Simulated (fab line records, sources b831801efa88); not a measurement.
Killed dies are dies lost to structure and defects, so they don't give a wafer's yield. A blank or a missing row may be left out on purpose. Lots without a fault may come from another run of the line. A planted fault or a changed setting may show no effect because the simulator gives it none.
fab line records | flow sky130
record lots=6 wafers=18 last_day=50
route steps=708 shown LDD_HVP@285 LDD_LDN@289
lots that met no fault: from a run of the same line without faults
start_h: hours from the record's first day to the start of the lot's first wafer shown | wait_h: hours since the lot's step before | " the same as in the row above | L1.1+2: a row that stands for several wafers | - no value, or no start given | * or withheld: withheld | < > ~ a bound
route shown NAME@n: a module of which the file shows steps, and the number in the route of the first | usual: mean/standard deviation of fault-free wafers | same: alike in all rows | chamber/n: place in a boat | sites: the reading at each site | _std_site: their standard deviation | _edge_site: outer sites' mean less inner sites' | radius_mm: how far each site lies from the wafer's centre | mask NAME#n: copy n | behind: the tool/chamber that last shaped the wafer | hold: why the lot was held/for how many hours/how that ended | device: the transistor (n, p or np) that didn't switch | end of line: the same wafers' tests at the end of the route | a step without rows: its recipe alone | killed: dies lost to structure and defects at the first sort, not the wafer's yield | map: a wafer's dies, x killed, . not, _ none there
set.NAME: the setting as run; set.NAME@STEP: as run at that earlier step | model.NAME: the simulator's own value behind a step, which no gauge read
lots at some steps of the route; a table a step, a row a wafer
services: from which hour (start_h, from the record's first day; less than 0 if before it) a tool's chamber was out of use, for how many hours, and why
## steps
# step SKY_LDD_HVP_OVL_MEAS_07
# usual LDD_HVP_OVL=-0.2/1.5
# columns lot.wafer tool chamber start_h wait_h LDD_HVP_OVL[nm]
L777.2 overlay-02 - 571.18 0.1 0.5
L777.3 " - " " -0.1
L777.4 " - " " -0.6
L776.3 overlay-02 - 572.61 0.1 0.5
L776.4 " - " " 2.1
L776.6 " - " " -1.0
L780.1 overlay-01 - 603.28 0.1 0.9
L780.2 " - " " 0.4
L780.6 " - " " 0.7
L781.2 overlay-01 - 610.61 0.1 -1.7
L781.3 " - " " -1.6
L781.5 " - " " -2.1
L789.1 overlay-01 - 685.51 0.1 0.9
L789.3 " - " " 2.3
L789.6 " - " " 1.4
L791.1 overlay-01 - 689.25 0.1 -1.4
L791.2 " - " " -0.7
L791.4 " - " " -0.2
# step SKY_LDD_HVP_IMPLANT_08
# recipe species=B energy_kev=20 dose_cm2=1.7e+13 tilt_deg=17.9
# step SKY_LDD_HVP_STRIP_09
# recipe chemistry=O2/N2 power_w=1400 pressure_mtorr=1500 platen_temp_c=withheld o2_flow_sccm=3000 n2_flow_sccm=300 overash_fraction=0.5
# usual chamber_pressure_mTorr=1499.9/1.3 drypump_motor_current_A=5.79/0.28 oes_product_au=0.408/0.0045 strip_time_to_endpoint_s=4.133/0.015
# columns lot.wafer tool chamber start_h wait_h chamber_pressure_mTorr drypump_motor_current_A oes_product_au rf_hours_counter_h strip_time_to_endpoint_s
L777.2 plasma_asher-04 1 571.36 0.1 1498.8 5.55 0.407 89 4.136
L777.3 " 1 " " 1498.4 5.55 0.410 - 4.116
L777.4 " 0 " " 1499.8 5.41 0.403 - 4.111
L776.3 plasma_asher-01 1 572.82 0.1 1499.3 6.36 0.409 - 4.111
L776.4 " 0 " " 1499.5 6.18 0.411 - 4.118
L776.6 " 0 " " 1498.6 6.14 0.417 - 4.121
L780.1 plasma_asher-03 1 603.46 0.1 1502.4 5.73 0.407 44 4.120
L780.2 " 0 " " 1501.1 5.97 0.423 44 4.139
L780.6 " 0 " " 1498.9 5.98 0.406 - 4.143
L781.2 plasma_asher-03 0 610.79 0.1 1497.4 5.98 0.409 45 4.148
L781.3 " 0 " " 1499.5 5.99 0.406 - 4.163
L781.5 " 1 " " 1498.2 5.72 0.416 - 4.135
L789.1 plasma_asher-03 1 685.69 0.1 1500.0 5.74 0.404 52 4.149
L789.3 " 1 " " 1497.7 5.73 0.410 - 4.130
L789.6 " 1 " " 1500.9 5.73 0.404 - 4.100
L791.1 plasma_asher-03 0 689.43 0.1 1498.2 5.97 0.406 53 4.120
L791.2 " 1 " " 1501.1 5.75 0.410 53 4.140
L791.4 " 1 " " 1499.2 5.74 0.410 - 4.136
# step SKY_LDD_HVP_TW_MEAS_10
# usual LDD_HVP_TW=460/3.2
# columns lot.wafer tool chamber start_h wait_h LDD_HVP_TW
L777.2 film_metro-01 - 571.47 0.1 460
L777.3 " - " " 459
L777.4 " - " " 458
L776.3 film_metro-04 - 572.90 0.1 458
L776.4 " - " " 459
L776.6 " - " " 458
L780.1 film_metro-01 - 603.56 0.1 459
L780.2 " - " " 460
L780.6 " - " " 459
L781.2 film_metro-04 - 610.90 0.1 460
L781.3 " - " " 459
L781.5 " - " " 459
L789.1 film_metro-04 - 685.79 0.1 462
L789.3 " - " " 464
L789.6 " - " " 464
L791.1 film_metro-01 - 689.53 0.1 461
L791.2 " - " " 458
L791.4 " - " " 460
# step SKY_LDD_LDN_DEHYDRATE_00
# recipe temp_c=200 time_s=60
# step SKY_LDD_LDN_HMDS_01
# recipe prime_time_s=60 prime_temp_c=120
# step SKY_LDD_LDN_COAT_02
# recipe resist=NOVOLAK spin_rpm=3000 resist_thk_nm=1140
# step SKY_LDD_LDN_SOFTBAKE_03
# recipe temp_c=90 time_s=60 resist=NOVOLAK
# step SKY_LDD_LDN_EXPOSE_04
# recipe mask_id=LDNTM na=0.6 source_shape=conventional sigma_outer=0.6 polarization=unpolarized target_cd_nm=700 dose_mj=140
# step SKY_LDD_LDN_PEB_05
# recipe temp_c=withheld time_s=* resist=NOVOLAK
# step SKY_LDD_LDN_DEVELOP_06
# recipe resist=NOVOLAK developer=TMAH develop_time_s=60 dev_temp_c=23
# step SKY_LDD_LDN_OVL_MEAS_07
# usual LDD_LDN_OVL=-1.2/1.3
# columns lot.wafer tool chamber start_h wait_h LDD_LDN_OVL[nm]
L777.2 overlay-02 - 600.03 0.1 -2.6
L777.3 " - " " -2.4
L777.4 " - " " -3.1
L776.3 overlay-01 - 601.77 0.1 -2.5
L776.4 " - " " -3.3
L776.6 " - " " 0.0
L780.1 overlay-02 - 632.66 0.1 -0.6
L780.2 " - " " -1.6
L780.6 " - " " -0.6
L781.2 overlay-02 - 639.71 0.1 0.9
L781.3 " - " " -0.8
L781.5 " - " " -1.8
L789.1 overlay-02 - 713.98 0.1 -1.6
L789.3 " - " " -2.7
L789.6 " - " " -3.7
L791.1 overlay-02 - 717.66 0.1 -0.7
L791.2 " - " " -2.1
L791.4 " - " " -1.4
# step SKY_LDD_LDN_IMPLANT_08
# recipe species=As energy_kev=15 dose_cm2=1.25e+13 tilt_deg=withheld rotation_deg=23
# usual beam_energy_keV=14.999/0.0049 beam_on_s=10.00/0.22 rotation_deg=23.000/0.021
# columns lot.wafer tool chamber start_h wait_h beam_energy_keV beam_on_s rotation_deg
L777.2 implanter-01 0 600.09 0.0 14.994 10.09 23.026
L777.3 " 0 " " 14.999 10.21 23.034
L777.4 " 0 " " 15.008 10.28 23.018
L776.3 implanter-03 0 601.84 0.1 14.996 9.63 22.976
L776.4 " 0 " " 15.000 9.78 22.970
L776.6 " 0 " " 14.996 9.91 22.976
L780.1 implanter-04 - 632.69 0.0 - - -
L780.2 " - " " - - -
L780.6 " - " " - - -
L781.2 implanter-01 - 639.77 0.0 - - -
L781.3 " - " " - - -
L781.5 " - " " - - -
L789.1 implanter-04 0 714.01 0.0 15.003 9.65 22.990
L789.3 " 0 " " 14.995 9.99 22.977
L789.6 " 0 " " 15.005 9.81 22.999
L791.1 implanter-01 0 717.69 0.0 14.996 10.07 23.005
L791.2 " 0 " " 14.998 9.82 22.998
L791.4 " 0 " " 15.002 10.02 23.024
# step SKY_LDD_LDN_IMPLANT_09
# recipe species=As energy_kev=15 dose_cm2=1.25e+13 tilt_deg=withheld rotation_deg=113
# step SKY_LDD_LDN_IMPLANT_10
# recipe species=As energy_kev=15 dose_cm2=1.25e+13 tilt_deg=withheld rotation_deg=203
# step SKY_LDD_LDN_IMPLANT_11
# recipe species=As energy_kev=15 dose_cm2=1.25e+13 tilt_deg=withheld rotation_deg=293
# step SKY_LDD_LDN_STRIP_12
# recipe chemistry=O2/N2 power_w=1400 pressure_mtorr=1500 platen_temp_c=withheld o2_flow_sccm=3000 n2_flow_sccm=300 overash_fraction=0.5
# usual chamber_pressure_mTorr=1500.0/1.4 drypump_motor_current_A=5.8/0.48 oes_product_au=0.716/0.0048 strip_time_to_endpoint_s=14.19/0.038
# columns lot.wafer tool chamber start_h wait_h chamber_pressure_mTorr drypump_motor_current_A oes_product_au rf_hours_counter_h strip_time_to_endpoint_s
L777.2 plasma_asher-02 1 600.66 0.1 1502.5 5.7 0.713 17 14.15
L777.3 " 0 " " 1499.1 4.9 0.724 - 14.19
L777.4 " 1 " " 1500.3 5.7 0.714 - 14.17
L776.3 plasma_asher-02 0 602.42 0.1 1499.9 4.9 0.722 - 14.22
L776.4 " 1 " " 1499.1 5.7 0.716 - 14.20
L776.6 " 1 " " 1499.0 5.7 0.719 - 14.21
L780.1 plasma_asher-03 1 633.29 0.1 1501.3 5.7 0.721 47 14.20
L780.2 " 0 " " 1500.3 6.0 0.714 47 14.21
L780.6 " 1 " " 1500.4 5.7 0.713 - 14.19
L781.2 plasma_asher-03 0 640.34 0.1 1502.8 6.0 0.714 48 14.25
L781.3 " 0 " " 1500.0 6.0 0.715 - 14.19
L781.5 " 1 " " 1500.3 5.7 0.719 - 14.17
L789.1 plasma_asher-01 0 714.61 0.1 1500.1 6.2 0.719 93 14.20
L789.3 " 1 " " 1499.9 6.3 0.720 - 14.16
L789.6 " 1 " " 1499.1 6.4 0.712 - 14.16
L791.1 plasma_asher-03 1 718.29 0.1 1499.0 5.7 0.713 56 14.21
L791.2 " 0 " " 1500.7 6.0 0.719 56 14.12
L791.4 " 1 " " 1501.1 5.7 0.713 - 14.18
# step SKY_LDD_LDN_TW_MEAS_13
# usual LDD_LDN_TW=1478/11
# columns lot.wafer tool chamber start_h wait_h LDD_LDN_TW
L777.2 film_metro-03 - 600.77 0.1 1462
L777.3 " - " " 1462
L777.4 " - " " 1472
L776.3 film_metro-01 - 602.51 0.1 1483
L776.4 " - " " 1488
L776.6 " - " " 1489
L780.1 film_metro-02 - 633.39 0.1 1359
L780.2 " - " " 1369
L780.6 " - " " 1356
L781.2 film_metro-02 - 640.45 0.1 1358
L781.3 " - " " 1363
L781.5 " - " " 1360
L789.1 film_metro-01 - 714.71 0.1 1484
L789.3 " - " " 1482
L789.6 " - " " 1481
L791.1 film_metro-01 - 718.39 0.1 1490
L791.2 " - " " 1477
L791.4 " - " " 1480
# step SKY_LDD_LDN_CLEAN_14
# recipe chemistry=SC1/SC2 mix=1:4:20 temp_c=70 time_s=150 dry=n2_spin
## services
# columns tool chamber start_h hours kind
implanter-04 - 552.97 1.3 repair
implanter-03 - 563.62 6.5 repair
plasma_asher-03 - 594.60 5.3 repair
implanter-03 - 635.16 3.5 repair
plasma_asher-01 - 637.24 0.8 repair
implanter-03 - 658.96 18.2 pm
implanter-04 - 669.11 4.3 repair
plasma_asher-02 - 698.96 1.4 repair
## key
first_sign step=SKY_LDD_LDN_IMPLANT_08 reading=tool_record direction=missing
effect step=SKY_LDD_LDN_TW_MEAS_13 reading=LDD_LDN_TW direction=down sigmas=11 usual=1478 struck=1361
met_at SKY_LDD_LDN_IMPLANT_08
struck_wafers L780.1,L780.2,L780.6,L781.2,L781.3,L781.5
later_rows_left_out L780.1,L780.2,L780.6,L781.2,L781.3,L781.5
sort_left_out L780.1,L780.2,L780.6,L781.2,L781.3,L781.5
tester_left_out L780,L781
onset_between 600.09 632.69
fault kind=skipped_step_whole tool=implanter-01,implanter-04 chamber=- onset_h=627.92 steps=SKY_LDD_LDN_IMPLANT_08 scope=struck_lots_only
# tester_left_out: of these lots the tester's yield and bins aren't shown, on N5 and GAA mostly nor the transistor test; their killed dies are dies lost to structure and defects alone, not to doping, threshold or leakage, so they don't give the yield
# sort_left_out: the simulated sort isn't trusted on such a fault, so these wafers' sort isn't shown, and their yield isn't known
# later_rows_left_out: the simulator's readings of these wafers behind a module that went badly wrong aren't trusted and aren't shown, but for the sort
